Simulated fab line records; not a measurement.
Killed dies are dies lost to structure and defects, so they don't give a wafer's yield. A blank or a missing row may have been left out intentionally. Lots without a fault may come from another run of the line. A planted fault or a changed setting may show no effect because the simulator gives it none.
Which tool is to blame? || flow gf180mcu || 20 wafers from 7 lots sampled at 3 of the route's 602 steps

WHAT THE GAUGES SHOWED, per wafer
GF_CONTACT_THK_MEAS_03.
{"lot": "L932", "measured": "day 15 17:17", "on": "filmMetro-04", "CONTACT_CVD_02_THK (nm)": "867 867 870"}
{"lot": "L939", "measured": "day 18 08:23", "on": "filmMetro-01", "CONTACT_CVD_02_THK (nm)": "846 262"}
{"lot": "L943", "measured": "day 19 17:40", "on": "filmMetro-03", "CONTACT_CVD_02_THK (nm)": "857 858 869"}
{"lot": "L945", "measured": "day 20 15:17", "on": "filmMetro-03", "CONTACT_CVD_02_THK (nm)": "841 868 851"}
{"lot": "L949", "measured": "day 21 21:33", "on": "filmMetro-04", "CONTACT_CVD_02_THK (nm)": "846 863 875"}
{"lot": "L951", "measured": "day 22 14:27", "on": "filmMetro-01", "CONTACT_CVD_02_THK (nm)": "866 883 875"}
{"lot": "L954", "measured": "day 23 10:34", "on": "filmMetro-04", "CONTACT_CVD_02_THK (nm)": "849 871 866"}

WHAT TOOL EACH LOT RAN ON (gives the tool, then ch and the chambers of the sampled wafers, and finally the start)
{"lot": "L932", "GF_HV_LDD_RTA_52": "rtpAnneal-01 ch 0, day 12 21:08", "GF_CONTACT_CVD_02": "pecvd-01 ch 1,2, day 15 17:13"}
{"lot": "L939", "GF_HV_LDD_RTA_52": "rtpAnneal-01 ch 0, day 15 06:14", "GF_CONTACT_CVD_02": "pecvd-03 ch 2, day 18 08:17"}
{"lot": "L943", "GF_HV_LDD_RTA_52": "rtpAnneal-02 ch 0, day 16 13:36", "GF_CONTACT_CVD_02": "pecvd-01 ch 0,1,2, day 19 17:35"}
{"lot": "L945", "GF_HV_LDD_RTA_52": "rtpAnneal-02 ch 0, day 17 10:03", "GF_CONTACT_CVD_02": "pecvd-01 ch 1,2, day 20 15:13"}
{"lot": "L949", "GF_HV_LDD_RTA_52": "rtpAnneal-01 ch 0, day 18 14:31", "GF_CONTACT_CVD_02": "pecvd-01 ch 0,1, day 21 21:28"}
{"lot": "L951", "GF_HV_LDD_RTA_52": "rtpAnneal-02 ch 0, day 19 08:56", "GF_CONTACT_CVD_02": "pecvd-03 ch 0,1,2, day 22 14:22"}
{"lot": "L954", "GF_HV_LDD_RTA_52": "rtpAnneal-01 ch 0, day 20 06:42", "GF_CONTACT_CVD_02": "pecvd-01 ch 0,1, day 23 10:30"}
- GF_HV_LDD_RTA_52: time 10 s.
- GF_CONTACT_CVD_02: deposits SiO2 from TEOS, target thk 860 nm, time 95.992 s.

THE ANSWER, worked out from the rows above alone
Rule: the lots themselves supply what counts as usual. The widest of any qualifying gaps counts: lots, ordered by their means at a reading, are off when they make up no more than a third of the lots, leave a main group of 4 or more, and stand apart from it by 3 or more times the standard deviation of that group's means. A main group whose means are all the same, to the digits that the tables above print for the reading, isn't used. A lot without any number at a reading at which 4 lots or more have one is off too. The other lots that the step has rows for count as sound.
Off: L939, seen at GF_CONTACT_THK_MEAS_03 (CONTACT_CVD_02_THK). Main group: mean 863 nm, sd 6.6.
A tool fits if, at a process step before that reading, it ran every lot that is off, and no sound lot after the first of them. Gauges at GF_CONTACT_THK_MEAS_03: tried the same way as those tools. None of those tried fits.

WHAT WAS PUT IN BY THE SIMULATOR
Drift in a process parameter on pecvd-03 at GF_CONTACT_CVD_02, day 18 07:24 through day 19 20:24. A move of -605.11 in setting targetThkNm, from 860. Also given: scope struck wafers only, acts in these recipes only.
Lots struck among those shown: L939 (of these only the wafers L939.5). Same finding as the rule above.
